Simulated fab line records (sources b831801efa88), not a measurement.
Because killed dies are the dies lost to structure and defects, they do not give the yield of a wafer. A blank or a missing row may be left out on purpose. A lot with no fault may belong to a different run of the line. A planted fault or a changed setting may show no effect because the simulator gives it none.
Which of the tools did it? + flow sky130 + 10 lots with 30 wafers sampled at 6 steps, on a route of 708 steps

WHAT THE GAUGES SHOWED, per wafer
SKY_VIA3_THK_MEAS_23: measures by xrf.
| lot  | measured     | on            | VIA3_W_THK (nm) |
|------|--------------|---------------|-----------------|
| L878 | day 39 17:43 | film-metro-04 | 384 389 386     |
| L890 | day 43 11:24 | film-metro-04 | 385 385 381     |
| L892 | day 44 06:26 | film-metro-04 | 393 391 395     |
| L894 | day 44 12:17 | film-metro-03 | 394 394 397     |
| L895 | day 44 17:32 | film-metro-03 | 392 391 389     |
| L898 | day 45 13:52 | film-metro-03 | 399 401 400     |
| L899 | day 45 22:14 | film-metro-03 | 396 396 397     |
| L900 | day 46 00:56 | film-metro-03 | 384 381 381     |

EACH LOT AND THE TOOL THAT RAN IT (in order: tool; ch and the chambers of the sampled wafers; start)
| lot  | SKY_METAL1_DESCUM_17              | SKY_METAL2_SPUTTER_04        | SKY_METAL3_ETCH_16                | SKY_METAL3_ETCH_17                 | SKY_METAL3_STRIP_19                  |
|------|-----------------------------------|------------------------------|-----------------------------------|------------------------------------|--------------------------------------|
| L878 | rie-metal-01 ch 1, day 32 20:42   | pvd-sputter-03, day 34 03:02 | rie-metal-03 ch 0, day 38 14:55   | rie-diel-04 ch 0,1,2, day 38 15:01 | plasma-asher-02 ch 0,1, day 38 15:12 |
| L882 | rie-metal-04 ch 0, day 34 07:58   | pvd-sputter-01, day 35 13:43 | rie-metal-03 ch 0,1, day 39 23:00 | rie-diel-03 ch 2,3, day 39 23:06   | plasma-asher-01 ch 0,1, day 39 23:18 |
| L883 | rie-metal-01 ch 0,1, day 34 13:25 | pvd-sputter-03, day 35 19:38 | rie-metal-03 ch 1, day 40 05:06   | rie-diel-03 ch 1,2, day 40 05:12   | plasma-asher-02 ch 0, day 40 05:24   |
| L890 | rie-metal-04 ch 0,1, day 36 23:32 | pvd-sputter-03, day 38 04:20 | rie-metal-01 ch 0,1, day 42 10:14 | rie-diel-04 ch 0,1, day 42 10:18   | plasma-asher-02 ch 0,1, day 42 10:32 |
| L892 | rie-metal-02 ch 0,1, day 37 20:07 | pvd-sputter-04, day 39 01:22 | rie-metal-03 ch 0,1, day 43 05:06 | rie-diel-03 ch 0,1,2, day 43 05:12 | plasma-asher-02 ch 0,1, day 43 05:23 |
| L894 | rie-metal-02 ch 0,1, day 38 04:19 | pvd-sputter-01, day 39 08:17 | rie-metal-03 ch 0,1, day 43 11:18 | rie-diel-02 ch 0,1, day 43 11:24   | plasma-asher-02 ch 0,1, day 43 11:36 |
| L895 | rie-metal-04 ch 0,1, day 38 08:01 | pvd-sputter-03, day 39 11:50 | rie-metal-03 ch 0,1, day 43 14:54 | rie-diel-03 ch 0,3, day 43 15:00   | plasma-asher-01 ch 0,1, day 43 15:11 |
| L898 | rie-metal-02 ch 0,1, day 39 08:23 | pvd-sputter-03, day 40 11:30 | rie-metal-02 ch 0,1, day 44 13:34 | rie-diel-04 ch 1,3, day 44 13:38   | plasma-asher-01 ch 0,1, day 44 13:52 |
| L899 | rie-metal-02 ch 0,1, day 39 18:47 | pvd-sputter-03, day 40 22:16 | rie-metal-03 ch 0,1, day 44 22:23 | rie-diel-04 ch 2,3, day 44 22:27   | plasma-asher-01 ch 0,1, day 44 22:41 |
| L900 | rie-metal-02 ch 0,1, day 39 23:37 | pvd-sputter-01, day 41 03:11 | rie-metal-01 ch 0,1, day 45 01:06 | rie-diel-04 ch 1,2,3, day 45 01:12 | plasma-asher-02 ch 0,1, day 45 01:23 |
- SKY_METAL1_DESCUM_17: chemistry O2, time 8 s.
- SKY_METAL2_SPUTTER_04: material TiN, target thk 70 nm, time 58.3 s.
- SKY_METAL3_ETCH_16: etches BARC in N2/H2, stops on SiO2, time 88.2 s, target depth 60 nm.
- SKY_METAL3_ETCH_17: etches SiO2 in C4F8/O2/Ar, stops on TiN, time 3.9 s, target depth 15 nm.
- SKY_METAL3_STRIP_19: strips in O2/N2.

THE ANSWER, worked out from the rows above alone
Rule: the lots themselves supply what counts as usual. The widest of any qualifying gaps counts: lots, ordered by their means at a reading, are off when they make up no more than a third of the lots, leave a main group of 4 or more, and stand apart from it by 3 or more times the standard deviation of that group's means. If all means in a main group match to the digits the tables above print for the reading, that group is not used. A lot without any number at a reading at which 4 lots or more have one is off too. Any other lot the step has rows for is counted as sound.
Nothing can be told from this: no lot is off at any reading shown.

WHAT WAS PUT IN BY THE SIMULATOR
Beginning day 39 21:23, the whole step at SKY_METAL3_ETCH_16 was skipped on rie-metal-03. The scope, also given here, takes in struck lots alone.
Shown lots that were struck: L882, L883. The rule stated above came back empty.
